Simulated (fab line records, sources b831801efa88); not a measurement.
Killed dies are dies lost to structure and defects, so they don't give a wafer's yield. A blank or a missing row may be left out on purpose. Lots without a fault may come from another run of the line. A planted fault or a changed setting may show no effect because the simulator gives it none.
Which tool did it? | flow sky130 | 10 lots, 30 wafers sampled, at 5 steps of a route of 708

WHAT THE GAUGES READ, wafer by wafer
SKY_LDD_HVN_OVL_MEAS_07. Usual: LDD_HVN_OVL 0.4 nm, standard deviation 1.5.
lot  | measured     | on         | LDD_HVN_OVL (nm) | flag
L665 | day 20 06:10 | overlay-01 | 3.4 1.4 1.7      |
L667 | day 21 11:33 | overlay-02 | -1.2 0.7 0.3     |
L669 | day 22 05:20 | overlay-01 | -0.6 0.6 0.5     |
L670 | day 22 12:35 | overlay-02 | -2.2 -1.2 -0.1   |
L673 | day 23 04:35 | overlay-02 | 0.8 0.7 0.7      |
L679 | day 25 09:02 | overlay-01 | -0.6 0.4 1.6     |
L680 | day 25 15:11 | overlay-02 | -0.7 -2.0 -0.3   |
L681 | day 26 01:22 | overlay-01 | 1.8 2.4 2.3      |
L684 | day 27 04:18 | overlay-02 | 1.4 1.6 0.4      |
L686 | day 27 19:43 | overlay-01 | 1.4 1.1 -0.4     |

SKY_LI_CONTACT_RS_MEAS_22: measures by four-point-probe. Usual: LI_CONTACT_W_RS 0.279 ohm/sq, standard deviation 0.0056.
lot  | measured     | on            | LI_CONTACT_W_RS (ohm/sq)            | flag
L665 | day 29 05:50 | film_metro-03 | 0.275 0.278 0.278                   |
L667 | day 30 06:10 | film_metro-02 | 0.284 0.286 0.285                   |
L669 | day 30 23:09 | film_metro-02 | 0.282 0.273 0.278                   |
L670 | day 31 06:39 | film_metro-03 | 0.272 0.282 0.280                   |
L673 | day 31 18:53 | film_metro-03 | 0.275 0.271 0.278                   |
L679 | day 33 19:37 | film_metro-02 | 0.214 0.209 0.282 0.214 0.209 0.282 | OFF
L680 | day 33 23:49 | film_metro-03 | 0.208 0.279 0.214 0.208 0.280 0.214 | OFF
L681 | day 34 10:18 | film_metro-02 | 0.277 0.273 0.269                   |
L684 | day 35 10:21 | film_metro-02 | 0.279 0.281 0.274                   |
L686 | day 36 02:01 | film_metro-04 | 0.279 0.270 0.272                   |

SKY_LI_CONTACT_THK_MEAS_23: measures by xrf. Usual: LI_CONTACT_W_THK 420 nm, standard deviation 8.7.
lot  | measured     | on            | LI_CONTACT_W_THK (nm)   | flag
L665 | day 29 05:57 | film_metro-03 | 430 421 421             |
L667 | day 30 06:16 | film_metro-02 | 414 413 414             |
L669 | day 30 23:16 | film_metro-02 | 418 433 422             |
L670 | day 31 06:45 | film_metro-03 | 430 414 418             |
L673 | day 31 18:58 | film_metro-03 | 422 429 421             |
L679 | day 33 21:10 | film_metro-02 | 559 570 414 559 569 417 | OFF
L680 | day 34 02:48 | film_metro-03 | 567 417 548 564 416 549 | OFF
L681 | day 34 10:25 | film_metro-02 | 417 423 429             |
L684 | day 35 10:27 | film_metro-02 | 414 409 420             |
L686 | day 36 02:08 | film_metro-04 | 420 429 430             |

WHICH TOOL RAN EACH LOT (tool, then ch and the chambers of the sampled wafers, then the start)
lot  | SKY_LI_CONTACT_STRIP_16              | SKY_LI_CONTACT_CVD_21
L665 | plasma_asher-03 ch 0,1, day 29 05:16 | cvd_w-01 ch 0,1, day 29 05:43
L667 | plasma_asher-04 ch 0,1, day 30 05:35 | cvd_w-02 ch 0,1, day 30 06:02
L669 | plasma_asher-03 ch 0,1, day 30 22:35 | cvd_w-01 ch 0,1, day 30 23:01
L670 | plasma_asher-04 ch 0,1, day 31 06:04 | cvd_w-01 ch 0,1, day 31 06:32
L673 | plasma_asher-01 ch 0,1, day 31 18:17 | cvd_w-01 ch 0,1, day 31 18:44
L679 | plasma_asher-04 ch 0, day 33 19:04   | cvd_w-02 ch 0,1, day 33 19:29
L680 | plasma_asher-04 ch 0,1, day 33 23:16 | cvd_w-02 ch 0,1, day 33 23:41
L681 | plasma_asher-03 ch 0,1, day 34 09:44 | cvd_w-01 ch 0,1, day 34 10:10
L684 | plasma_asher-04 ch 0,1, day 35 09:47 | cvd_w-01 ch 0,1, day 35 10:14
L686 | plasma_asher-03 ch 1, day 36 01:28   | cvd_w-01 ch 0,1, day 36 01:53
- SKY_LI_CONTACT_STRIP_16: strips in O2/N2.
- SKY_LI_CONTACT_CVD_21: deposits W, target thk 400 nm, time 120.56 s.

WHAT THE TOOLS THEMSELVES READ (means of the sampled wafers that have a number; where no wafer has one, the mark that the record gives instead)
SKY_LI_CONTACT_STRIP_16. Usual: drypump_motor_current_A 5.92 A, standard deviation 0.28; oes_product_au 0.375 a.u., standard deviation 0.0055; strip_time_to_endpoint_s 3.48 s, standard deviation 0.05.
lot  | tool            | drypump_motor_current_A (A) | oes_product_au (a.u.) | strip_time_to_endpoint_s (s) | flag
L665 | plasma_asher-03 | 5.92                        | 0.380                 | 3.49                         |
L667 | plasma_asher-04 | 5.95                        | 0.374                 | 3.50                         |
L669 | plasma_asher-03 | 5.96                        | 0.374                 | 3.52                         |
L670 | plasma_asher-04 | 5.79                        | 0.377                 | 3.52                         |
L673 | plasma_asher-01 | 6.19                        | 0.378                 | 3.52                         |
L679 | plasma_asher-04 | 6.08                        | 0.374                 | 3.51                         |
L680 | plasma_asher-04 | 5.81                        | 0.373                 | 3.43                         |
L681 | plasma_asher-03 | 5.73                        | 0.373                 | 3.49                         |
L684 | plasma_asher-04 | 5.81                        | 0.382                 | 3.55                         |
L686 | plasma_asher-03 | 5.51                        | 0.375                 | 3.45                         |

SKY_LI_CONTACT_CVD_21. Usual: chamber_pressure_Torr 40.00 Torr, standard deviation 0.093; heater_power_w 878 W, standard deviation 120.
lot  | tool     | chamber_pressure_Torr (Torr) | heater_power_w (W) | flag
L665 | cvd_w-01 | 39.99                        | 833                |
L667 | cvd_w-02 | 40.10                        | 881                |
L669 | cvd_w-01 | 39.93                        | 843                |
L670 | cvd_w-01 | 40.00                        | 842                |
L673 | cvd_w-01 | 40.02                        | 836                |
L679 | cvd_w-02 | 40.04                        | 838                |
L680 | cvd_w-02 | 39.96                        | 830                |
L681 | cvd_w-01 | 39.97                        | 941                |
L684 | cvd_w-01 | 39.92                        | 930                |
L686 | cvd_w-01 | 39.98                        | 945                |

THE ANSWER, worked out from the rows above alone
Rule: a lot is off if the mean of its wafers that have a number lies more than 3 standard deviations from the usual mean. A lot without any number at a reading at which 4 lots or more have one is off too. The other lots that the step has rows for count as sound. The gauges are gone through in route order, then the tools' own readings, and for those a lot's mean is taken as printed above. The first step at which some lot is off is used, and at that step the reading that is off furthest; a lot without a number counts as furthest.
Off: L679, L680, at SKY_LI_CONTACT_RS_MEAS_22 (LI_CONTACT_W_RS).
A tool fits if, at a process step before that reading, it ran every lot that is off, and no sound lot after the first of them. The gauges at SKY_LI_CONTACT_RS_MEAS_22 are tried like those tools. One fits: cvd_w-02 at SKY_LI_CONTACT_CVD_21. Its last sound lot is L667 (day 30 06:02), its first lot that is off L679 (day 33 19:29): a fault that began between those two fits.

WHAT THE SIMULATOR HAD PUT IN
Process parameter drift: cvd_w-02, from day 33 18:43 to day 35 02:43, at SKY_LI_CONTACT_CVD_21. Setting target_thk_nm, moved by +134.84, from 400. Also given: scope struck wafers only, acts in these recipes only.
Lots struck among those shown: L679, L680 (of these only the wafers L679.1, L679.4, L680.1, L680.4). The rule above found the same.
